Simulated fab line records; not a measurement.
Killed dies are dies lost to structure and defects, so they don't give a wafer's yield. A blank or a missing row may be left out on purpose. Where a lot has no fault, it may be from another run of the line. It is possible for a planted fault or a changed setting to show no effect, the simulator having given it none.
Which of the tools did it? :: flow sky130 :: 39 wafers from 13 lots sampled at 4 of the route's 708 steps

== WHAT THE GAUGES READ, wafer by wafer ==
SKY_METAL4_OVL_MEAS_14.
lot: L580
measured: day 42 05:15
on: overlay-02
METAL4_OVL (nm): -8 0 -3

lot: L581
measured: day 43 07:45
on: overlay-02
METAL4_OVL (nm): -6 -7 -6

lot: L582
measured: day 43 07:50
on: overlay-01
METAL4_OVL (nm): 0 2 -3

lot: L585
measured: day 43 11:48
on: overlay-01
METAL4_OVL (nm): -2 -4 -5

lot: L586
measured: day 43 17:33
on: overlay-02
METAL4_OVL (nm): -11 -4 -6

lot: L584
measured: day 43 22:09
on: overlay-02
METAL4_OVL (nm): -2 -7 -11

lot: L588
measured: day 44 04:57
on: overlay-02
METAL4_OVL (nm): -10 -4 -11

lot: L589
measured: day 44 20:29
on: overlay-02
METAL4_OVL (nm): 3 0 -8

lot: L590
measured: day 44 23:27
on: overlay-02
METAL4_OVL (nm): -4 -8 -6

lot: L593
measured: day 45 09:21
on: overlay-02
METAL4_OVL (nm): -5 -4 -2

lot: L594
measured: day 46 04:54
on: overlay-01
METAL4_OVL (nm): 3 0 -5

lot: L598
measured: day 46 22:04
on: overlay-01
METAL4_OVL (nm): -8 3 -3

lot: L600
measured: day 47 04:56
on: overlay-02
METAL4_OVL (nm): -4 1 0

SKY_VIA4_BOW_MEAS_03.
lot: L580
measured: day 42 06:58
on: film-metro-03
VIA4_BOW (um): 84 99 90

lot: L581
measured: day 43 09:20
on: film-metro-03
VIA4_BOW (um): 86 94 92

lot: L582
measured: day 43 09:27
on: film-metro-01
VIA4_BOW (um): 94 87 83

lot: L585
measured: day 43 13:20
on: film-metro-03
VIA4_BOW (um): 77 87 99

lot: L586
measured: day 43 19:05
on: film-metro-02
VIA4_BOW (um): 80 79 72

lot: L584
measured: day 43 23:40
on: film-metro-02
VIA4_BOW (um): 72 81 80

lot: L588
measured: day 44 06:29
on: film-metro-01
VIA4_BOW (um): 74 76 85

lot: L589
measured: day 44 22:02
on: film-metro-01
VIA4_BOW (um): 77 87 84

lot: L590
measured: day 45 00:57
on: film-metro-01
VIA4_BOW (um): 81 76 83

lot: L593
measured: day 45 10:52
on: film-metro-02
VIA4_BOW (um): 75 65 73

lot: L594
measured: day 46 10:18
on: film-metro-01
VIA4_BOW (um): 72 79 83

lot: L598
measured: day 46 23:45
on: film-metro-01
VIA4_BOW (um): 74 72 74

lot: L600
measured: day 47 06:26
on: film-metro-01
VIA4_BOW (um): 92 100 95

== WHAT TOOL EACH LOT RAN ON (gives the tool, then ch and the chambers of the sampled wafers, and finally the start) ==
lot: L580
SKY_METAL3_SPUTTER_03: pvd-sputter-01, day 36 21:20
SKY_METAL4_ETCH_16: rie-metal-01 ch 0,1, day 42 05:19

lot: L581
SKY_METAL3_SPUTTER_03: pvd-sputter-01, day 37 16:28
SKY_METAL4_ETCH_16: rie-metal-02 ch 0,1, day 43 07:49

lot: L582
SKY_METAL3_SPUTTER_03: pvd-sputter-01, day 37 20:58
SKY_METAL4_ETCH_16: rie-metal-03 ch 0,1, day 43 07:55

lot: L585
SKY_METAL3_SPUTTER_03: pvd-sputter-03, day 38 08:26
SKY_METAL4_ETCH_16: rie-metal-03 ch 0,1, day 43 11:52

lot: L586
SKY_METAL3_SPUTTER_03: pvd-sputter-02, day 38 12:55
SKY_METAL4_ETCH_16: rie-metal-01 ch 0,1, day 43 17:37

lot: L584
SKY_METAL3_SPUTTER_03: pvd-sputter-03, day 38 15:56
SKY_METAL4_ETCH_16: rie-metal-01 ch 0,1, day 43 22:13

lot: L588
SKY_METAL3_SPUTTER_03: pvd-sputter-01, day 39 00:56
SKY_METAL4_ETCH_16: rie-metal-01 ch 0,1, day 44 05:01

lot: L589
SKY_METAL3_SPUTTER_03: pvd-sputter-03, day 39 16:27
SKY_METAL4_ETCH_16: rie-metal-03 ch 0, day 44 20:34

lot: L590
SKY_METAL3_SPUTTER_03: pvd-sputter-03, day 39 20:41
SKY_METAL4_ETCH_16: rie-metal-01 ch 0,1, day 44 23:31

lot: L593
SKY_METAL3_SPUTTER_03: pvd-sputter-01, day 40 07:50
SKY_METAL4_ETCH_16: rie-metal-03 ch 1, day 45 09:25

lot: L594
SKY_METAL3_SPUTTER_03: pvd-sputter-01, day 41 03:35
SKY_METAL4_ETCH_16: rie-metal-01 ch 0,1, day 46 04:58

lot: L598
SKY_METAL3_SPUTTER_03: pvd-sputter-02, day 42 04:08
SKY_METAL4_ETCH_16: rie-metal-02 ch 0,1, day 46 22:07

lot: L600
SKY_METAL3_SPUTTER_03: pvd-sputter-02, day 42 12:04
SKY_METAL4_ETCH_16: rie-metal-02 ch 0,1, day 47 05:01
- SKY_METAL3_SPUTTER_03: material Ti, target thk 5 nm, time 3.3 s.
- SKY_METAL4_ETCH_16: etches BARC in N2/H2, stops on SiO2, time 88.2 s, target depth 60 nm.

== WHAT THE TOOLS THEMSELVES READ (means of the sampled wafers that have a number; where no wafer has one, the mark that the record gives instead) ==
SKY_METAL3_SPUTTER_03.
lot: L580
tool: pvd-sputter-01
throttle-valve-pct (%): 29.2

lot: L581
tool: pvd-sputter-01
throttle-valve-pct (%): 31.1

lot: L582
tool: pvd-sputter-01
throttle-valve-pct (%): 31.1

lot: L585
tool: pvd-sputter-03
throttle-valve-pct (%): 28.4

lot: L586
tool: pvd-sputter-02
throttle-valve-pct (%): 29.9

lot: L584
tool: pvd-sputter-03
throttle-valve-pct (%): 29.2

lot: L588
tool: pvd-sputter-01
throttle-valve-pct (%): 29.7

lot: L589
tool: pvd-sputter-03
throttle-valve-pct (%): 29.8

lot: L590
tool: pvd-sputter-03
throttle-valve-pct (%): 28.5

lot: L593
tool: pvd-sputter-01
throttle-valve-pct (%): 29.8

lot: L594
tool: pvd-sputter-01
throttle-valve-pct (%): 30.0

lot: L598
tool: pvd-sputter-02
throttle-valve-pct (%): 30.4

lot: L600
tool: pvd-sputter-02
throttle-valve-pct (%): 29.9

SKY_METAL4_ETCH_16.
lot: L580
tool: rie-metal-01
drypump-motor-current-A (A): 5.9
he-backside-leak-sccm (sccm): 3.31
oes-product-au (a.u.): 0.630
throttle-valve-pct (%): 13.202

lot: L581
tool: rie-metal-02
drypump-motor-current-A (A): 5.9
he-backside-leak-sccm (sccm): 3.51
oes-product-au (a.u.): 0.626
throttle-valve-pct (%): 13.205

lot: L582
tool: rie-metal-03
drypump-motor-current-A (A): 5.1
he-backside-leak-sccm (sccm): 3.21
oes-product-au (a.u.): 0.629
throttle-valve-pct (%): 13.210

lot: L585
tool: rie-metal-03
drypump-motor-current-A (A): 5.3
he-backside-leak-sccm (sccm): 3.21
oes-product-au (a.u.): 0.630
throttle-valve-pct (%): 13.200

lot: L586
tool: rie-metal-01
drypump-motor-current-A (A): 6.1
he-backside-leak-sccm (sccm): 3.29
oes-product-au (a.u.): 0.629
throttle-valve-pct (%): 13.204

lot: L584
tool: rie-metal-01
drypump-motor-current-A (A): 6.1
he-backside-leak-sccm (sccm): 3.15
oes-product-au (a.u.): 0.626
throttle-valve-pct (%): 13.198

lot: L588
tool: rie-metal-01
drypump-motor-current-A (A): 6.1
he-backside-leak-sccm (sccm): 3.38
oes-product-au (a.u.): 0.623
throttle-valve-pct (%): 13.210

lot: L589
tool: rie-metal-03
drypump-motor-current-A (A): 5.6
he-backside-leak-sccm (sccm): 3.12
oes-product-au (a.u.): 0.622
throttle-valve-pct (%): 13.199

lot: L590
tool: rie-metal-01
drypump-motor-current-A (A): 6.1
he-backside-leak-sccm (sccm): 3.41
oes-product-au (a.u.): 0.624
throttle-valve-pct (%): 13.208

lot: L593
tool: rie-metal-03
drypump-motor-current-A (A): 4.9
he-backside-leak-sccm (sccm): 3.40
oes-product-au (a.u.): 0.624
throttle-valve-pct (%): 13.208

lot: L594
tool: rie-metal-01
drypump-motor-current-A (A): 6.1
he-backside-leak-sccm (sccm): 3.32
oes-product-au (a.u.): 0.629
throttle-valve-pct (%): 13.203

lot: L598
tool: rie-metal-02
drypump-motor-current-A (A): 5.7
he-backside-leak-sccm (sccm): 3.51
oes-product-au (a.u.): 0.626
throttle-valve-pct (%): 13.204

lot: L600
tool: rie-metal-02
drypump-motor-current-A (A): 5.7
he-backside-leak-sccm (sccm): 3.45
oes-product-au (a.u.): 0.629
throttle-valve-pct (%): 13.190

== THE ANSWER, worked out from the rows above alone ==
Rule: the lots themselves supply what counts as usual. The widest of any qualifying gaps counts: lots, ordered by their means at a reading, are off when they make up no more than a third of the lots, leave a main group of 4 or more, and stand apart from it by 3 or more times the standard deviation of that group's means. Not used: any main group whose means are identical at the precision the tables above print for the reading. A lot without any number at a reading at which 4 lots or more have one is off too. All remaining lots with rows at the step are treated as sound. Order of review: gauges by route order, followed by the tools' own readings, for which a lot's mean as printed above is used. At the first step where some lot is off, the reading lying furthest off is the one used; lots without a number count as furthest.
Across all readings shown, no lot is off: no conclusion can be drawn from this.

== WHAT HAD BEEN PUT IN BY THE SIMULATOR ==
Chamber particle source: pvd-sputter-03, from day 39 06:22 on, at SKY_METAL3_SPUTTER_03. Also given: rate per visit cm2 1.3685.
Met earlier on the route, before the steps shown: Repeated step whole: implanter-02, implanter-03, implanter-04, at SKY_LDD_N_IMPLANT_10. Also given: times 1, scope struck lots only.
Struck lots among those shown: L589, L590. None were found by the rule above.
